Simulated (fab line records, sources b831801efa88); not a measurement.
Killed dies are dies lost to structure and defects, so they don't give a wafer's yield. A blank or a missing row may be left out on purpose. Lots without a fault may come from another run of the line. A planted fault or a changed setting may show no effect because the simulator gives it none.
Chamber matching | flow gf180mcu | GF_STI_CVD_23 on hdpcvd-01: 3 sister chambers
The step deposits SiO2, target thk 650 nm, time 108.3 s. 16 wafers are shown with their chamber, then 8 later ones without.

WAFERS WITH THEIR CHAMBER
wafer  | chamber | sih4_flow_sccm (sccm)
L738.1 | 2       | 60.02
L738.4 | 2       | 59.84
L738.6 | 1       | 60.20
L742.1 | 2       | 60.06
L742.4 | 1       | 60.12
L742.5 | 2       | 60.24
L749.2 | 2       | 60.07
L749.4 | 1       | 59.84
L749.6 | 2       | 59.83
L750.1 | 0       | 59.87
L750.2 | 2       | 59.71
L750.6 | 1       | 59.90
L754.2 | 1       | 59.80
L754.4 | 0       | 60.37
L754.5 | 2       | 59.96
L755.1 | 1       | 59.73

SIGNATURES (means of the wafers above)
reading        | chamber 0 | chamber 1 | chamber 2 | scatter within a chamber
sih4_flow_sccm | 60.1200   | 59.9317   | 59.9663   | 0.196
Rule: a wafer's distance from a chamber is the root of the sum, over the readings, of the square of ((its reading less the chamber's mean) divided by the reading's scatter). The wafer belongs to the nearest chamber; if the next one is less than 2 further off, it can't be placed. The scatter: the root of (the sum of the squares of (reading less its chamber's mean) over the shown wafers, divided by (wafers less chambers)).

WAFERS WITHOUT THEIR CHAMBER
wafer  | sih4_flow_sccm (sccm)
L755.3 | 60.15
L755.6 | 60.08
L757.2 | 59.86
L757.4 | 60.00
L757.6 | 59.98
L758.1 | 59.75
L758.2 | 59.97
L758.5 | 59.84

WHICH CHAMBER EACH WENT THROUGH
wafer  | from the rows above          | in truth
L755.3 | can't be placed: 0 or 2 or 1 | 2
L755.6 | can't be placed: 0 or 2 or 1 | 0
L757.2 | can't be placed: 1 or 2 or 0 | 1
L757.4 | can't be placed: 2 or 1 or 0 | 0
L757.6 | can't be placed: 2 or 1 or 0 | 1
L758.1 | can't be placed: 1 or 2 or 0 | 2
L758.2 | can't be placed: 2 or 1 or 0 | 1
L758.5 | can't be placed: 1 or 2 or 0 | 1
Placed correctly: 0 of 8. Can't be placed from these rows: 8 (the true chamber is among the candidates in 8). Placed wrongly: 0.
